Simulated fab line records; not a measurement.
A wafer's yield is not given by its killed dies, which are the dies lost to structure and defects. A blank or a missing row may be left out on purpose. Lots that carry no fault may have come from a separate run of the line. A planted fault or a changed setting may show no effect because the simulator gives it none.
Which tool is to blame? + flow sky130 + 12 lots, 36 wafers sampled, at 5 steps of a route of 708

WHAT THE GAUGES READ, wafer by wafer
SKY_FIELD_ISO_THK_MEAS_25.
| lot  | measured    | on            | FIELD_ISO_CVD_24_THK (nm) |
|------|-------------|---------------|---------------------------|
| L375 | day 2 06:21 | film metro-04 | 603 609 603               |
| L377 | day 2 22:45 | film metro-03 | 595 595 595               |
| L378 | day 3 06:23 | film metro-03 | 589 596 592               |
| L379 | day 3 06:23 | film metro-04 | 589 587 586               |
| L381 | day 3 21:41 | film metro-02 | 597 600 594               |
| L382 | day 4 04:53 | film metro-03 | 596 600 600               |
| L389 | day 5 09:59 | film metro-04 | 597 595 596               |
| L390 | day 5 15:25 | film metro-04 | 597 591 590               |
| L391 | day 5 18:41 | film metro-04 | 597 597 601               |
| L395 | day 6 17:36 | film metro-03 | 590 596 587               |
| L397 | day 7 01:29 | film metro-02 | 593 598 601               |
| L398 | day 7 09:44 | film metro-02 | 587 586 597               |

SKY_SONOS_TUNNEL_OVL_MEAS_08.
| lot  | measured     | on         | SONOS_TUNNEL_OVL (nm) |
|------|--------------|------------|-----------------------|
| L375 | day 10 20:37 | overlay-02 | -2.4 -0.6 -2.3        |
| L377 | day 12 13:35 | overlay-01 | 1.2 -0.2 1.6          |
| L378 | day 12 17:37 | overlay-01 | 1.4 0.9 0.1           |
| L379 | day 12 16:55 | overlay-01 | 2.0 1.9 2.6           |
| L381 | day 14 00:37 | overlay-02 | 0.3 -1.2 -0.2         |
| L382 | day 14 11:27 | overlay-01 | 0.2 2.6 0.6           |
| L389 | day 16 03:13 | overlay-02 | -1.6 -2.3 -1.3        |
| L390 | day 16 09:07 | overlay-02 | -3.4 -1.9 -2.3        |
| L391 | day 16 12:07 | overlay-01 | -0.4 -0.3 -1.6        |
| L395 | day 18 02:06 | overlay-02 | 0.7 1.1 0.7           |
| L397 | day 18 18:24 | overlay-02 | 0.6 -0.1 0.5          |
| L398 | day 19 09:40 | overlay-01 | -1.1 -0.4 -0.1        |

SKY_RES_PROTECT_TW_MEAS_08.
| lot  | measured     | on            | POLY_GATE_TW   |
|------|--------------|---------------|----------------|
| L375 | day 14 14:20 | film metro-01 | 4154 4157 4179 |
| L377 | day 16 09:48 | film metro-03 | 4037 4051 4050 |
| L378 | day 16 14:47 | film metro-01 | 4177 4175 4168 |
| L379 | day 16 10:38 | film metro-03 | 4057 4059 4085 |
| L381 | day 18 00:04 | film metro-04 | 4017 4039 4011 |
| L382 | day 18 10:47 | film metro-01 | 4070 4097 4106 |
| L389 | day 20 22:44 | film metro-01 | 31 31 31       |
| L390 | day 20 23:41 | film metro-03 | 30 30 30       |
| L391 | day 20 23:41 | film metro-01 | 4136 4111 4137 |
| L395 | day 22 10:34 | film metro-01 | 4120 4123 4108 |
| L397 | day 22 22:04 | film metro-01 | 4127 4105 4125 |
| L398 | day 23 14:16 | film metro-03 | 4058 4053 4056 |

TOOL THAT RAN EACH LOT (tool first, then ch and the chambers of the sampled wafers, then the start)
| lot  | SKY_GATE_OXIDE_STRIP_13              | SKY_RES_PROTECT_DEVELOP_06        |
|------|--------------------------------------|-----------------------------------|
| L375 | plasma asher-04 ch 0,1, day 13 08:58 | litho track-04 ch 0, day 14 13:56 |
| L377 | plasma asher-04 ch 0,1, day 15 03:21 | litho track-01 ch 0, day 16 09:26 |
| L378 | plasma asher-02 ch 0,1, day 15 05:19 | litho track-04 ch 0, day 16 14:23 |
| L379 | plasma asher-02 ch 0,1, day 15 03:53 | litho track-04 ch 0, day 16 10:16 |
| L381 | plasma asher-04 ch 0,1, day 16 15:21 | litho track-03 ch 0, day 17 23:40 |
| L382 | plasma asher-02 ch 0,1, day 17 00:40 | litho track-01 ch 0, day 18 10:23 |
| L389 | plasma asher-04 ch 0,1, day 18 22:02 | litho track-01 ch 0, day 20 22:20 |
| L390 | plasma asher-04 ch 0,1, day 19 04:17 | litho track-01 ch 0, day 20 23:17 |
| L391 | plasma asher-03 ch 0,1, day 19 07:53 | litho track-03 ch 0, day 20 23:19 |
| L395 | plasma asher-04 ch 0,1, day 21 00:21 | litho track-03 ch 0, day 22 10:10 |
| L397 | plasma asher-02 ch 0,1, day 21 12:49 | litho track-03 ch 0, day 22 21:40 |
| L398 | plasma asher-03 ch 0,1, day 22 05:16 | litho track-03 ch 0, day 23 13:53 |
- SKY_GATE_OXIDE_STRIP_13: strips in O2/N2.
- SKY_RES_PROTECT_DEVELOP_06: develop time 60 s.

AS READ BY THE TOOLS THEMSELVES (means over the sampled wafers that have a number; for cases with no such wafer, the mark the record gives instead)
SKY_GATE_OXIDE_STRIP_13.
| lot  | tool            | drypump motor current A (A) | oes product au (a.u.) | strip time to endpoint s (s) |
|------|-----------------|-----------------------------|-----------------------|------------------------------|
| L375 | plasma asher-04 | 6.2                         | 0.714                 | 14.20                        |
| L377 | plasma asher-04 | 6.1                         | 0.715                 | 14.18                        |
| L378 | plasma asher-02 | 5.3                         | 0.713                 | 14.25                        |
| L379 | plasma asher-02 | 5.3                         | 0.717                 | 14.25                        |
| L381 | plasma asher-04 | 6.2                         | 0.711                 | 14.19                        |
| L382 | plasma asher-02 | 5.2                         | 0.718                 | 14.17                        |
| L389 | plasma asher-04 | 6.1                         | 0.715                 | 14.20                        |
| L390 | plasma asher-04 | 6.2                         | 0.716                 | 14.21                        |
| L391 | plasma asher-03 | 5.7                         | 0.715                 | 14.19                        |
| L395 | plasma asher-04 | 6.2                         | 0.714                 | 14.23                        |
| L397 | plasma asher-02 | 5.3                         | 0.718                 | 14.25                        |
| L398 | plasma asher-03 | 5.7                         | 0.718                 | 14.17                        |

SKY_RES_PROTECT_DEVELOP_06.
| lot  | tool           | exhaust pa (Pa) | resist line temp C (C) |
|------|----------------|-----------------|------------------------|
| L375 | litho track-04 | 45.1            | 23.07                  |
| L377 | litho track-01 | 45.0            | 22.96                  |
| L378 | litho track-04 | 44.6            | 22.88                  |
| L379 | litho track-04 | 44.7            | 22.90                  |
| L381 | litho track-03 | 44.6            | 22.99                  |
| L382 | litho track-01 | 44.7            | 23.05                  |
| L389 | litho track-01 | 43.5            | 23.03                  |
| L390 | litho track-01 | 43.4            | 23.03                  |
| L391 | litho track-03 | 45.0            | 23.10                  |
| L395 | litho track-03 | 46.2            | 22.93                  |
| L397 | litho track-03 | 45.9            | 23.08                  |
| L398 | litho track-03 | 45.1            | 23.01                  |

THE ANSWER, worked out from the rows above alone
Rule: usual is defined by the lots themselves. The widest of any qualifying gaps counts: lots, ordered by their means at a reading, are off when they make up no more than a third of the lots, leave a main group of 4 or more, and stand apart from it by 3 or more times the standard deviation of that group's means. A main group is skipped when, at the precision printed for the reading in the tables above, its means are all equal. A lot without any number at a reading at which 4 lots or more have one is off too. Any other lot the step has rows for is counted as sound. The gauges are gone through in route order, then the tools' own readings, and for those a lot's mean is taken as printed above. The first step at which some lot is off is used, and at that step the reading that is off furthest; a lot without a number counts as furthest.
Off: L389, L390, at SKY_RES_PROTECT_TW_MEAS_08 (POLY_GATE_TW). The main group: mean 4098, standard deviation 48.
A tool fits if, at a process step before that reading, it ran every lot that is off, and no sound lot after the first of them. Those tools and the gauges at SKY_RES_PROTECT_TW_MEAS_08 are tried in the same way. One candidate fits, namely litho track-01 at SKY_RES_PROTECT_DEVELOP_06. A fault onset in the window from L382 (day 18 10:23, its last sound lot) to L389 (day 20 22:20, its first lot off) fits.

WHAT HAD BEEN PUT IN BY THE SIMULATOR
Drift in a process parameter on litho track-01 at SKY_RES_PROTECT_DEVELOP_06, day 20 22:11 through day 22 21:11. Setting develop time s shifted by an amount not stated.
Lots struck among those shown: L389, L390. The rule above reached the same finding.
